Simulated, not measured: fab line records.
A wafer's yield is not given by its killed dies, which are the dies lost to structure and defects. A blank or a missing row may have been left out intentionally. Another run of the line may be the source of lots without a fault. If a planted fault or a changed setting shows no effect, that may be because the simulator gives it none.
Struck lot and sound lot, side by side -- flow sfq_line -- 14 steps out of a route of 325
Sound: wafers L902.1, L902.2, L902.5. The struck wafers were L899.2, L899.5, L899.6. At the end, the cause is stated.
Each step with rows lists, per side, the tool, then ch with its chambers, then its first start. Under that, the readings that differ: sound wafers -- struck wafers -- difference of the means -- sigmas: that difference in standard deviations of wafers without a fault.
alike: a reading whose means differ by less than 2 such deviations, as well as words and numbers matching on both sides. not compared: withheld readings; readings where some wafer has no value; bounds like >300 that might hide an equal value; numbers whose values overlap and for which the record gives no deviation.
Wherever a step has rows on one side only, a row that says differs or no value, or a row with sigmas, the two part there. When numbers do not overlap yet have no deviation, they are printed without sigmas and do not part them. A reading missing from all wafers of one side parts the sides only when that side holds two or more wafers.

SFQ_M1_OVL_MEAS_911:
  sound: overlay-01 at day 24 15:51; struck: overlay-01 at day 23 18:26
  alike: M1_OVL
SFQ_TRILAYER_M1_BARC_OPEN_METAL_ETCH_054: etches BARC in O2, target depth 125 nm, time 41.7 s.
  sound on rie_metal-01 ch 0,1, day 24 15:53; struck on rie_metal-01 ch 0,1, day 23 18:28
  alike: drypump_motor_current_A, oes_product_au
  not compared: rf_hours_counter_h
SFQ_TRILAYER_M1_ETCH_METAL_ETCH_042: etches Nb in Cl2/Ar, stops on SiO2, target depth 240 nm, time 120 s.
  sound on rie_metal-01 ch 0,1, day 24 15:57; struck on rie_metal-01 ch 0,1, day 23 18:31
  alike: drypump_motor_current_A, oes_product_au
  not compared: rf_hours_counter_h
then, 2 steps without rows for these wafers: SFQ_TRILAYER_M1_STRIP_STRIP_043 (strips in O2); SFQ_TRILAYER_M1_STRIP_SOLV_CLEAN_044 (cleans in NMP, time 600 s).
SFQ_TRILAYER_I1_DEP_PECVD_045: deposits SiO2 from SiH4/N2O, time 111.11 s, target thk 500 nm.
  sound on pecvd-02 ch 0,2, day 24 16:51; struck on pecvd-04 ch 0,1, day 23 19:25
  alike: heater_power_w, throttle_valve_pct
  not compared: since_wet_clean_h
SFQ_TRILAYER_I1_CMP_CMP_046: polishes SiO2.
  sound on cmp-02 ch 0,2,3, day 25 11:00; struck on cmp-01 ch 0,1,3, day 24 06:55
reading,sound,struck,difference,sigmas
time_to_endpoint_s (s),212 205 208,218 226 232,+17,+2
  alike: motor_current_A, platen_rpm
SFQ_I1_BOW_MEAS_912:
  sound: film_metro-01 at day 25 13:00; struck: film_metro-03 at day 24 08:56
  alike: I1_BOW
SFQ_TRILAYER_I1_METRO_MEASURE_047:
  sound: film_metro-01 at day 25 13:07; struck: film_metro-03 at day 24 09:14
reading,sound,struck,difference,sigmas
thk_nm (nm),198.1 199.5 198.5,200.4 201.0 201.7,+2.3,+3
then, 3 steps without rows for these wafers: SFQ_TRILAYER_I1_VIA_LITHO_COAT_054 (resist thk 63.13 nm); SFQ_TRILAYER_I1_VIA_LITHO_COAT_049 (resist thk 650 nm); SFQ_TRILAYER_I1_VIA_LITHO_SOFTBAKE_053.
SFQ_TRILAYER_I1_VIA_LITHO_EXPOSE_050: exposes mask I1, target cd 500 nm.
  struck on krf_scanner-01, day 24 13:19; sound on krf_scanner-01 ch 0, day 25 18:20
  no value came back on the struck wafers for exposure_dose_mJ_cm2, focus_offset_nm (nm), sigma_outer; on the sound wafers exposure_dose_mJ_cm2 reads 21.282 21.317 21.337
  alike: mask
then, 1 step without rows for these wafers: SFQ_TRILAYER_I1_VIA_LITHO_PEB_052 (peb time 60 s).

== WHERE THEY PART ==
Earliest at SFQ_TRILAYER_I1_CMP_CMP_046; latest, in this record, at SFQ_TRILAYER_I1_VIA_LITHO_EXPOSE_050.

WHY: whatever the simulator had introduced
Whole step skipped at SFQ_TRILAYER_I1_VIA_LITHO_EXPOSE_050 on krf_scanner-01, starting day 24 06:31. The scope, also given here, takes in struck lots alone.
